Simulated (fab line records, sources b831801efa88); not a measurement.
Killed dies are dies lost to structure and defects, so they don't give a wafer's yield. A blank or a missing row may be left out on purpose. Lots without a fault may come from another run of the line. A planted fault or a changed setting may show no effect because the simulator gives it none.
Which tool did it? | flow sky130 | 10 lots, 30 wafers sampled, at 7 steps of a route of 708

WHAT THE GAUGES READ, wafer by wafer
SKY_SD_P_TW_MEAS_11.
lot  | measured     | on            | SD_P_TW
L442 | day 28 08:27 | film_metro-01 | 2832 2817 2826
L443 | day 28 09:30 | film_metro-03 | 2955 2949 2971 2971 2968 2954
L444 | day 28 21:21 | film_metro-01 | 2806 2808 2810
L446 | day 29 01:13 | film_metro-01 | 2817 2802 2806
L445 | day 29 02:25 | film_metro-03 | 2968 2964 2963 2965 2964 2971
L447 | day 29 05:58 | film_metro-01 | 2927 2935 2936 2937 2937 2934
L448 | day 29 06:16 | film_metro-02 | 2817 2820 2824
L455 | day 32 02:36 | film_metro-02 | 2806 2816 2820
L460 | day 32 22:04 | film_metro-03 | 2848 2828 2860
L459 | day 33 02:04 | film_metro-01 | 2819 2821 2817

SKY_SD_N_OVL_MEAS_08.
lot  | measured     | on         | SD_N_OVL (nm)
L442 | day 30 15:16 | overlay-01 | -0.8 0.3 0.5
L443 | day 30 17:44 | overlay-02 | 0.1 1.1 -0.4
L444 | day 31 03:48 | overlay-02 | 0.1 -0.7 -0.8
L446 | day 31 08:31 | overlay-02 | -2.1 -0.3 -0.8
L445 | day 31 09:38 | overlay-01 | -0.8 -1.1 -0.3
L447 | day 31 13:46 | overlay-02 | -0.3 0.5 0.0
L448 | day 31 13:54 | overlay-01 | -1.2 -0.4 -0.3
L455 | day 34 08:30 | overlay-01 | 0.4 -1.6 -0.8
L460 | day 35 02:55 | overlay-02 | -0.4 0.3 -0.9
L459 | day 35 07:11 | overlay-02 | -1.3 1.5 -0.5

SKY_SD_N_RS_MEAS_17: measures by four-point-probe.
lot  | measured     | on            | SD_P_RS (ohm/sq)
L442 | day 30 16:07 | film_metro-03 | 147.5 146.9 146.9
L443 | day 30 18:34 | film_metro-01 | 143.2 143.2 143.9 142.7 143.3 143.6
L444 | day 31 04:39 | film_metro-01 | 147.7 147.8 147.9
L446 | day 31 09:23 | film_metro-03 | 146.6 146.9 146.7
L445 | day 31 10:29 | film_metro-02 | 143.3 143.3 143.8 143.5 143.7 143.8
L447 | day 31 14:36 | film_metro-03 | 143.5 143.8 143.6 143.5 143.4 143.4
L448 | day 31 14:45 | film_metro-01 | 147.2 147.6 147.0
L455 | day 34 09:21 | film_metro-01 | 146.5 147.5 146.7
L460 | day 35 03:47 | film_metro-02 | 146.9 147.4 146.8
L459 | day 35 08:04 | film_metro-01 | 146.6 147.0 146.9

SKY_LI_CONTACT_THK_MEAS_01.
lot  | measured     | on            | LI_CONTACT_HDPCVD_THK (nm)
L442 | day 30 16:31 | film_metro-01 | 926 938 942
L443 | day 30 22:19 | film_metro-02 | 932 919 934
L444 | day 31 05:01 | film_metro-01 | 925 930 933
L446 | day 31 09:44 | film_metro-01 | 936 933 922
L445 | day 31 12:50 | film_metro-03 | 960 958 954
L447 | day 31 18:46 | film_metro-01 | 943 944 936
L448 | day 31 15:07 | film_metro-03 | 935 927 923
L455 | day 34 09:43 | film_metro-02 | 936 931 942
L460 | day 35 04:08 | film_metro-01 | 924 931 939
L459 | day 35 08:24 | film_metro-03 | 921 918 914

WHICH TOOL RAN EACH LOT (tool, then ch and the chambers of the sampled wafers, then the start)
lot  | SKY_LDD_HVP_STRIP_09                 | SKY_SD_P_IMPLANT_09             | SKY_SD_P_STRIP_10
L442 | plasma_asher-03 ch 0,1, day 24 15:08 | implanter-04 ch 0, day 28 08:12 | plasma_asher-04 ch 0, day 28 08:21
L443 | plasma_asher-03 ch 0,1, day 24 16:02 | implanter-04 ch 0, day 28 09:15 | plasma_asher-03 ch 0,1, day 28 09:24
L444 | plasma_asher-04 ch 0,1, day 25 04:35 | implanter-02 ch 0, day 28 21:06 | plasma_asher-03 ch 0,1, day 28 21:15
L446 | plasma_asher-01 ch 0,1, day 25 08:32 | implanter-03 ch 0, day 29 00:58 | plasma_asher-03 ch 0,1, day 29 01:06
L445 | plasma_asher-04 ch 0,1, day 25 11:22 | implanter-04 ch 0, day 29 02:11 | plasma_asher-02 ch 0,1, day 29 02:19
L447 | plasma_asher-01 ch 0,1, day 25 11:40 | implanter-04 ch 0, day 29 05:43 | plasma_asher-03 ch 0,1, day 29 05:52
L448 | plasma_asher-04 ch 0,1, day 25 12:53 | implanter-03 ch 0, day 29 06:01 | plasma_asher-04 ch 0,1, day 29 06:10
L455 | plasma_asher-04 ch 0,1, day 28 13:32 | implanter-04 ch 0, day 32 02:21 | plasma_asher-02 ch 0,1, day 32 02:30
L460 | plasma_asher-01 ch 0,1, day 29 10:10 | implanter-02 ch 0, day 32 21:50 | plasma_asher-02 ch 0,1, day 32 21:58
L459 | plasma_asher-04 ch 0,1, day 29 13:01 | implanter-04 ch 0, day 33 01:51 | plasma_asher-04 ch 0,1, day 33 01:59
- SKY_LDD_HVP_STRIP_09: strips in O2/N2.
- SKY_SD_P_IMPLANT_09
- SKY_SD_P_STRIP_10: strips in O2/N2.

WHAT THE TOOLS THEMSELVES READ (means of the sampled wafers that have a number; where no wafer has one, the mark that the record gives instead)
SKY_LDD_HVP_STRIP_09.
lot  | tool            | drypump_motor_current_A (A) | oes_product_au (a.u.) | strip_time_to_endpoint_s (s)
L442 | plasma_asher-03 | 6.0                         | 0.408                 | 4.128
L443 | plasma_asher-03 | 6.1                         | 0.408                 | 4.115
L444 | plasma_asher-04 | 5.8                         | 0.408                 | 4.134
L446 | plasma_asher-01 | 5.4                         | 0.409                 | 4.119
L445 | plasma_asher-04 | 5.8                         | 0.409                 | 4.157
L447 | plasma_asher-01 | 5.4                         | 0.412                 | 4.126
L448 | plasma_asher-04 | 5.8                         | 0.407                 | 4.126
L455 | plasma_asher-04 | 5.7                         | 0.412                 | 4.131
L460 | plasma_asher-01 | 5.4                         | 0.407                 | 4.125
L459 | plasma_asher-04 | 5.8                         | 0.407                 | 4.119

SKY_SD_P_IMPLANT_09.
lot  | tool         | beam_on_s (s) | dose_ions_cm2
L442 | implanter-04 | 14.4          | 3e+15
L443 | implanter-04 | 18.9          | 4e+15
L444 | implanter-02 | 14.1          | 3e+15
L446 | implanter-03 | 16.1          | 3e+15
L445 | implanter-04 | 18.8          | 4e+15
L447 | implanter-04 | 18.5          | 4e+15
L448 | implanter-03 | 15.7          | 3e+15
L455 | implanter-04 | 14.2          | 3e+15
L460 | implanter-02 | 14.3          | 3e+15
L459 | implanter-04 | 14.2          | 3e+15

SKY_SD_P_STRIP_10.
lot  | tool            | drypump_motor_current_A (A) | oes_product_au (a.u.) | strip_time_to_endpoint_s (s)
L442 | plasma_asher-04 | 5.8                         | 0.613                 | 17.48
L443 | plasma_asher-03 | 6.1                         | 0.600                 | 18.00
L444 | plasma_asher-03 | 6.1                         | 0.614                 | 17.50
L446 | plasma_asher-03 | 6.1                         | 0.620                 | 17.45
L445 | plasma_asher-02 | 5.7                         | 0.607                 | 17.92
L447 | plasma_asher-03 | 6.1                         | 0.608                 | 17.96
L448 | plasma_asher-04 | 5.8                         | 0.614                 | 17.51
L455 | plasma_asher-02 | 5.7                         | 0.620                 | 17.48
L460 | plasma_asher-02 | 5.7                         | 0.615                 | 17.53
L459 | plasma_asher-04 | 5.8                         | 0.614                 | 17.42

THE ANSWER, worked out from the rows above alone
Rule: what is usual is taken from the lots themselves. Put in order of their means at a reading, lots are off if they are a third of the lots or fewer, leave a main group of 4 or more, and stand apart from it by a gap of 3 or more times the standard deviation of the main group's means; of several such gaps the widest counts. A main group whose means are all the same, to the digits that the tables above print for the reading, isn't used. A lot without any number at a reading at which 4 lots or more have one is off too. The other lots that the step has rows for count as sound. The gauges are gone through in route order, then the tools' own readings, and for those a lot's mean is taken as printed above. The first step at which some lot is off is used, and at that step the reading that is off furthest; a lot without a number counts as furthest.
Off: L443, L445, L447, at SKY_SD_P_TW_MEAS_11 (SD_P_TW). The main group: mean 2820, standard deviation 12.
A tool fits if, at a process step before that reading, it ran every lot that is off, and no sound lot after the first of them. The gauges at SKY_SD_P_TW_MEAS_11 aren't tried: what is off there is off at SKY_SD_P_IMPLANT_09 too, on other tools, and a gauge's error can't cause that. None of those tried fits.

WHAT THE SIMULATOR HAD PUT IN
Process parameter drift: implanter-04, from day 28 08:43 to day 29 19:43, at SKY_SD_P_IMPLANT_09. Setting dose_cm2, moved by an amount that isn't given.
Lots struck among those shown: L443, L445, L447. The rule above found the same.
